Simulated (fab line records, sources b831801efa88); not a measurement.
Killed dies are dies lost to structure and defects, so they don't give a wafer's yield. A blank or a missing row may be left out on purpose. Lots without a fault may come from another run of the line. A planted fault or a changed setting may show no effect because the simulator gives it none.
Which tool did it? | flow gf180mcu | 24 lots, 72 wafers sampled, at 1 step of a route of 602

WHAT THE GAUGES READ, wafer by wafer
GF_V3_THK_MEAS_03. Usual: V3_CVD_02_THK 853 nm, standard deviation 14.
lot  | measured     | on            | V3_CVD_02_THK (nm) | flag
L074 | day 21 11:28 | film_metro-04 | 833 853 863        |
L075 | day 21 21:55 | film_metro-03 | 844 868 855        |
L076 | day 22 02:39 | film_metro-04 | 850 850 851        |
L077 | day 22 17:11 | film_metro-03 | 834 834 873        |
L078 | day 22 23:46 | film_metro-01 | 855 845 869        |
L079 | day 23 10:44 | film_metro-03 | 843 855 859        |
L080 | day 23 15:47 | film_metro-04 | 826 859 846        |
L081 | day 24 00:10 | film_metro-04 | 853 850 872        |
L082 | day 24 05:32 | film_metro-03 | 842 864 844        |
L083 | day 24 12:26 | film_metro-01 | 872 887 886        |
L084 | day 25 02:29 | film_metro-03 | 858 871 847        |
L085 | day 25 16:04 | film_metro-01 | 835 866 842        |
L086 | day 25 16:41 | film_metro-04 | 858 858 850        |
L087 | day 25 23:25 | film_metro-01 | 835 853 869        |
L088 | day 26 04:31 | film_metro-03 | 854 860 876        |
L089 | day 26 10:16 | film_metro-04 | 826 860 864        |
L090 | day 26 22:38 | film_metro-01 | 833 850 882        |
L091 | day 27 03:37 | film_metro-03 | 850 846 845        |
L092 | day 27 09:55 | film_metro-01 | 848 875 861        |
L093 | day 27 17:52 | film_metro-01 | 839 835 844        |
L094 | day 28 02:14 | film_metro-01 | 840 848 838        |
L095 | day 28 13:58 | film_metro-03 | 859 832 851        |
L096 | day 28 15:34 | film_metro-03 | 845 853 855        |
L097 | day 28 21:04 | film_metro-04 | 845 862 872        |

WHICH TOOL RAN EACH LOT (tool, then ch and the chambers of the sampled wafers, then the start)
The record holds no process step before these readings.

WHAT THE TOOLS THEMSELVES READ (means of the sampled wafers that have a number; where no wafer has one, the mark that the record gives instead)
The record holds no such reading with a usual standard deviation.

THE ANSWER, worked out from the rows above alone
Rule: a lot is off if the mean of its wafers that have a number lies more than 3 standard deviations from the usual mean. A lot without any number at a reading at which 4 lots or more have one is off too. The other lots that the step has rows for count as sound. The gauges are gone through in route order, then the tools' own readings, and for those a lot's mean is taken as printed above. The first step at which some lot is off is used, and at that step the reading that is off furthest; a lot without a number counts as furthest.
No lot is off at any reading shown: from this, nothing can be told.

WHAT THE SIMULATOR HAD PUT IN
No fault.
